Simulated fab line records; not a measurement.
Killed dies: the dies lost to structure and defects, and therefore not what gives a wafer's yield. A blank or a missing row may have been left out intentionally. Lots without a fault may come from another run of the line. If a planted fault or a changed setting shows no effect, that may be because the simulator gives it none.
Which tool was responsible? + flow sky130 + 36 wafers from 12 lots sampled at 6 of the route's 708 steps

WHAT THE GAUGES READ, wafer by wafer
SKY_FIELD_ISO_THK_MEAS_23.
| lot  | measured    | on            | FIELD_ISO_OXIDATION_01_THK (nm) |
|------|-------------|---------------|---------------------------------|
| L932 | day 2 09:50 | film-metro-01 | 9.61 9.72 9.67                  |
| L933 | day 2 12:13 | film-metro-04 | 10.05 9.85 9.94                 |
| L934 | day 2 16:55 | film-metro-04 | 9.83 9.95 9.86                  |
| L938 | day 3 13:40 | film-metro-04 | 10.13 10.20 10.05               |
| L939 | day 3 21:21 | film-metro-02 | 10.10 10.17 10.12               |
| L940 | day 4 02:55 | film-metro-01 | 9.97 10.01 9.97                 |
| L941 | day 4 06:35 | film-metro-02 | 9.89 9.99 10.25                 |
| L949 | day 6 00:38 | film-metro-02 | 9.80 9.93 9.67                  |
| L950 | day 6 03:51 | film-metro-04 | 9.62 9.67 9.73                  |
| L953 | day 6 21:49 | film-metro-02 | 9.90 9.75 9.82                  |
| L954 | day 7 02:08 | film-metro-01 | 10.08 9.79 9.98                 |
| L955 | day 7 13:27 | film-metro-04 | 10.03 10.08 9.98                |

SKY_NWELL_TW_MEAS_15.
| lot  | measured     | on            | NWELL_TW       |
|------|--------------|---------------|----------------|
| L932 | day 4 16:29  | film-metro-03 | 1833 1840 1834 |
| L933 | day 4 20:05  | film-metro-04 | 1833 1835 1839 |
| L934 | day 4 23:54  | film-metro-02 | 1798 1803 1809 |
| L938 | day 5 23:53  | film-metro-02 | 1793 1796 1800 |
| L939 | day 6 08:29  | film-metro-02 | 1810 1815 1807 |
| L940 | day 6 13:29  | film-metro-04 | 1820 1818 1817 |
| L941 | day 6 19:21  | film-metro-03 | 1852 1839 1830 |
| L949 | day 8 16:35  | film-metro-02 | 1795 1797 1795 |
| L950 | day 8 22:53  | film-metro-02 | 1802 1804 1800 |
| L953 | day 9 14:41  | film-metro-02 | 1795 1801 1800 |
| L954 | day 9 21:30  | film-metro-03 | 1818 1819 1822 |
| L955 | day 10 20:23 | film-metro-03 | 1825 1820 1823 |

SKY_POLY_GATE_THK_MEAS_21.
| lot  | measured     | on            | POLY_GATE_OXIDATION_THK (nm) |
|------|--------------|---------------|------------------------------|
| L932 | day 16 12:49 | film-metro-03 | 4.01 4.04 3.98               |
| L933 | day 16 19:27 | film-metro-01 | 4.01 4.02 4.01               |
| L934 | day 17 00:25 | film-metro-02 | 4.16 4.17 4.10               |
| L938 | day 18 16:14 | film-metro-03 | 4.08 4.07 4.13               |
| L939 | day 19 01:39 | film-metro-01 | 4.13 4.16 4.19               |
| L940 | day 19 13:53 | film-metro-02 | 3.99 3.97 4.04               |
| L941 | day 19 16:23 | film-metro-01 | 4.07 4.01 4.05               |
| L949 | day 22 15:48 | film-metro-02 | 4.01 4.08 4.00               |
| L950 | day 23 02:15 | film-metro-02 | 4.06 4.04 4.13               |
| L953 | day 24 01:38 | film-metro-03 | 4.07 4.05 4.04               |
| L954 | day 24 09:09 | film-metro-01 | 3.93 4.03 3.87               |
| L955 | day 25 12:52 | film-metro-02 | 4.06 4.10 4.05               |

SKY_SD_N_RS_MEAS_17: a four-point-probe measurement.
| lot  | measured     | on            | SD_P_RS (ohm/sq)  |
|------|--------------|---------------|-------------------|
| L932 | day 27 21:54 | film-metro-01 | 147.5 147.1 147.0 |
| L933 | day 28 03:23 | film-metro-02 | 146.5 146.6 147.0 |
| L934 | day 28 09:58 | film-metro-03 | 147.2 147.1 147.2 |
| L938 | day 29 23:25 | film-metro-03 | 147.8 148.0 148.6 |
| L939 | day 30 11:25 | film-metro-03 | 148.4 148.2 147.5 |
| L940 | day 30 17:25 | film-metro-01 | 147.7 148.2 148.3 |
| L941 | day 30 20:16 | film-metro-02 | 146.8 147.0 146.8 |
| L949 | day 33 11:08 | film-metro-02 | 147.0 146.9 146.8 |
| L950 | day 33 21:32 | film-metro-02 | 146.7 147.1 146.8 |
| L953 | day 34 22:41 | film-metro-01 | 147.5 147.1 147.6 |
| L954 | day 35 01:32 | film-metro-03 | 147.4 147.2 147.2 |
| L955 | day 36 13:26 | film-metro-01 | 147.1 146.6 146.8 |

TOOL THAT RAN EACH LOT (tool first, then ch and the chambers of the sampled wafers, then the start)
| lot  | SKY_SD_P_IMPLANT_09             | SKY_SD_P_STRIP_10                    |
|------|---------------------------------|--------------------------------------|
| L932 | implanter-01 ch 0, day 25 11:18 | plasma-asher-04 ch 0,1, day 25 11:26 |
| L933 | implanter-02 ch 0, day 25 15:27 | plasma-asher-04 ch 0,1, day 25 15:36 |
| L934 | implanter-01 ch 0, day 25 22:55 | plasma-asher-03 ch 0,1, day 25 23:04 |
| L938 | implanter-02 ch 0, day 27 14:23 | plasma-asher-03 ch 0,1, day 27 14:30 |
| L939 | implanter-02 ch 0, day 28 01:53 | plasma-asher-01 ch 0,1, day 28 02:01 |
| L940 | implanter-02 ch 0, day 28 08:38 | plasma-asher-01 ch 0,1, day 28 08:46 |
| L941 | implanter-03 ch 0, day 28 11:54 | plasma-asher-01 ch 0,1, day 28 12:03 |
| L949 | implanter-02 ch 0, day 31 04:18 | plasma-asher-03 ch 0,1, day 31 04:26 |
| L950 | implanter-02 ch 0, day 31 15:08 | plasma-asher-01 ch 1, day 31 15:15   |
| L953 | implanter-03 ch 0, day 32 16:23 | plasma-asher-03 ch 0,1, day 32 16:30 |
| L954 | implanter-01 ch 0, day 32 20:38 | plasma-asher-01 ch 0,1, day 32 20:46 |
| L955 | implanter-01 ch 0, day 34 07:30 | plasma-asher-03 ch 0, day 34 07:39   |
- SKY_SD_P_IMPLANT_09
- SKY_SD_P_STRIP_10: strips in O2/N2.

WHAT THE TOOLS THEMSELVES READ (means of the sampled wafers that have a number; where no wafer has one, the mark that the record gives instead)
SKY_SD_P_STRIP_10.
| lot  | tool            | drypump-motor-current-A (A) | oes-product-au (a.u.) | strip-time-to-endpoint-s (s) |
|------|-----------------|-----------------------------|-----------------------|------------------------------|
| L932 | plasma-asher-04 | 5.2                         | 0.621                 | 17.51                        |
| L933 | plasma-asher-04 | 5.2                         | 0.620                 | 17.53                        |
| L934 | plasma-asher-03 | 5.6                         | 0.615                 | 17.56                        |
| L938 | plasma-asher-03 | 5.6                         | 0.620                 | 17.34                        |
| L939 | plasma-asher-01 | 5.6                         | 0.616                 | 17.38                        |
| L940 | plasma-asher-01 | 5.9                         | 0.623                 | 17.36                        |
| L941 | plasma-asher-01 | 5.8                         | 0.615                 | 17.54                        |
| L949 | plasma-asher-03 | 5.7                         | 0.617                 | 17.51                        |
| L950 | plasma-asher-01 | 6.2                         | 0.612                 | 17.50                        |
| L953 | plasma-asher-03 | 5.6                         | 0.617                 | 17.53                        |
| L954 | plasma-asher-01 | 5.9                         | 0.622                 | 17.50                        |
| L955 | plasma-asher-03 | 5.7                         | 0.617                 | 17.48                        |

THE ANSWER, worked out from the rows above alone
Rule: the lots themselves supply what counts as usual. Put in order of their means at a reading, lots are off if they are a third of the lots or fewer, leave a main group of 4 or more, and stand apart from it by a gap of 3 or more times the standard deviation of the main group's means; of several such gaps the widest counts. If all means in a main group match to the digits the tables above print for the reading, that group is not used. A lot without any number at a reading at which 4 lots or more have one is off too. Where the step has rows for the other lots, those lots are counted as sound. First the gauges in route order, then the tools' own readings, where a lot's mean is used as printed above. The first step at which some lot is off is used, and at that step the reading that is off furthest; a lot without a number counts as furthest.
Off: L938, L939, L940, at SKY_SD_P_STRIP_10 (strip-time-to-endpoint-s). Mean 17.52 s and standard deviation 0.023 in the main group.
A tool fits if, at that step or a process step before it, it ran every lot that is off, and no sound lot after the first of them. Not one of the candidates tried fits.

WHAT THE SIMULATOR PUT IN
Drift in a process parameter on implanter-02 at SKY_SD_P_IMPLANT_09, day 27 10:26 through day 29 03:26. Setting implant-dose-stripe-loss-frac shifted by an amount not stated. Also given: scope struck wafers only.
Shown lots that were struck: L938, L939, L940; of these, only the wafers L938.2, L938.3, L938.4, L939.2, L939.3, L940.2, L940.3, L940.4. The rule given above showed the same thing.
